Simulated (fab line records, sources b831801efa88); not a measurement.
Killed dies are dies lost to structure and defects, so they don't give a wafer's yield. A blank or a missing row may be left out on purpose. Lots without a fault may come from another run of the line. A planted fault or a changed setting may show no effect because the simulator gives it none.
Which tool did it? | flow sfq_line | 14 lots, 41 wafers sampled, at 1 step of a route of 325

WHAT THE GAUGES READ, wafer by wafer
The record holds no reading of a measuring or inspecting step that can be judged against a usual standard deviation.

WHICH TOOL RAN EACH LOT (tool, then ch and the chambers of the sampled wafers, then the start)
lot  | SFQ_TRILAYER_I1_DEP_PECVD_045
L544 | pecvd-04 ch 0,1, day 13 02:23
L545 | pecvd-01 ch 0,1, day 13 13:11
L546 | pecvd-01 ch 0,2, day 13 15:35
L548 | pecvd-04 ch 0,2, day 13 22:47
L551 | pecvd-01 ch 0,1,2, day 15 03:29
L552 | pecvd-02 ch 0,2, day 15 14:12
L553 | pecvd-01 ch 1,2, day 15 19:00
L555 | pecvd-04 ch 0,1, day 16 15:24
L557 | pecvd-01 ch 0,1,2, day 17 05:48
L562 | pecvd-04 ch 0,1,2, day 18 11:21
L563 | pecvd-02 ch 1,2, day 18 18:44
L565 | pecvd-02 ch 0,1, day 19 03:57
L566 | pecvd-04 ch 0,1,2, day 19 13:41
L567 | pecvd-02 ch 0,1, day 19 14:51
- SFQ_TRILAYER_I1_DEP_PECVD_045: deposits SiO2 from SiH4/N2O, time 111.11 s, target thk 500 nm.

WHAT THE TOOLS THEMSELVES READ (means of the sampled wafers that have a number; where no wafer has one, the mark that the record gives instead)
SFQ_TRILAYER_I1_DEP_PECVD_045.
lot  | tool     | chamber_pressure_Torr (Torr) | heater_power_w (W) | rf_fwd_power_W (W) | throttle_valve_pct (%)
L544 | pecvd-04 | 2.402                        | 68                 | 182.2              | 23.5
L545 | pecvd-01 | 2.402                        | 82                 | 182.5              | 25.2
L546 | pecvd-01 | 2.401                        | 84                 | 182.2              | 24.1
L548 | pecvd-04 | 2.401                        | 84                 | 182.2              | 22.6
L551 | pecvd-01 | 2.400                        | 78                 | 183.1              | 24.9
L552 | pecvd-02 | 2.400                        | 92                 | 181.5              | 25.7
L553 | pecvd-01 | 2.399                        | 100                | 153.3              | 24.8
L555 | pecvd-04 | 2.400                        | 68                 | 182.4              | 23.7
L557 | pecvd-01 | 2.397                        | 90                 | 153.0              | 25.3
L562 | pecvd-04 | 2.400                        | 70                 | 182.3              | 23.4
L563 | pecvd-02 | 2.401                        | 61                 | 182.0              | 26.5
L565 | pecvd-02 | 2.400                        | 64                 | 181.0              | 26.3
L566 | pecvd-04 | 2.401                        | 68                 | 182.0              | 23.3
L567 | pecvd-02 | 2.401                        | 56                 | 181.7              | 26.6

THE ANSWER, worked out from the rows above alone
Rule: what is usual is taken from the lots themselves. Put in order of their means at a reading, lots are off if they are a third of the lots or fewer, leave a main group of 4 or more, and stand apart from it by a gap of 3 or more times the standard deviation of the main group's means; of several such gaps the widest counts. A main group whose means are all the same, to the digits that the tables above print for the reading, isn't used. A lot without any number at a reading at which 4 lots or more have one is off too. The other lots that the step has rows for count as sound. The gauges are gone through in route order, then the tools' own readings, and for those a lot's mean is taken as printed above. The first step at which some lot is off is used, and at that step the reading that is off furthest; a lot without a number counts as furthest.
Off: L553, L557, at SFQ_TRILAYER_I1_DEP_PECVD_045 (rf_fwd_power_W). The main group: mean 182.1 W, standard deviation 0.51.
A tool fits if, at that step or a process step before it, it ran every lot that is off, and no sound lot after the first of them. One fits: pecvd-01 at SFQ_TRILAYER_I1_DEP_PECVD_045. Its last sound lot is L551 (day 15 03:29), its first lot that is off L553 (day 15 19:00): a fault that began between those two fits.
The tool's own readings at SFQ_TRILAYER_I1_DEP_PECVD_045 bear it out: on the lots that are off they differ by more than 5 times the standard deviation of the sound lots' means. rf_fwd_power_W reads 153.2 W there against 182.1 W on the sound lots.

WHAT THE SIMULATOR HAD PUT IN
Process parameter drift: pecvd-01, from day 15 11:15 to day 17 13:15, at SFQ_TRILAYER_I1_DEP_PECVD_045. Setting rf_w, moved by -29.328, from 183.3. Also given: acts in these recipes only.
Lots struck among those shown: L553, L557. The rule above found the same.
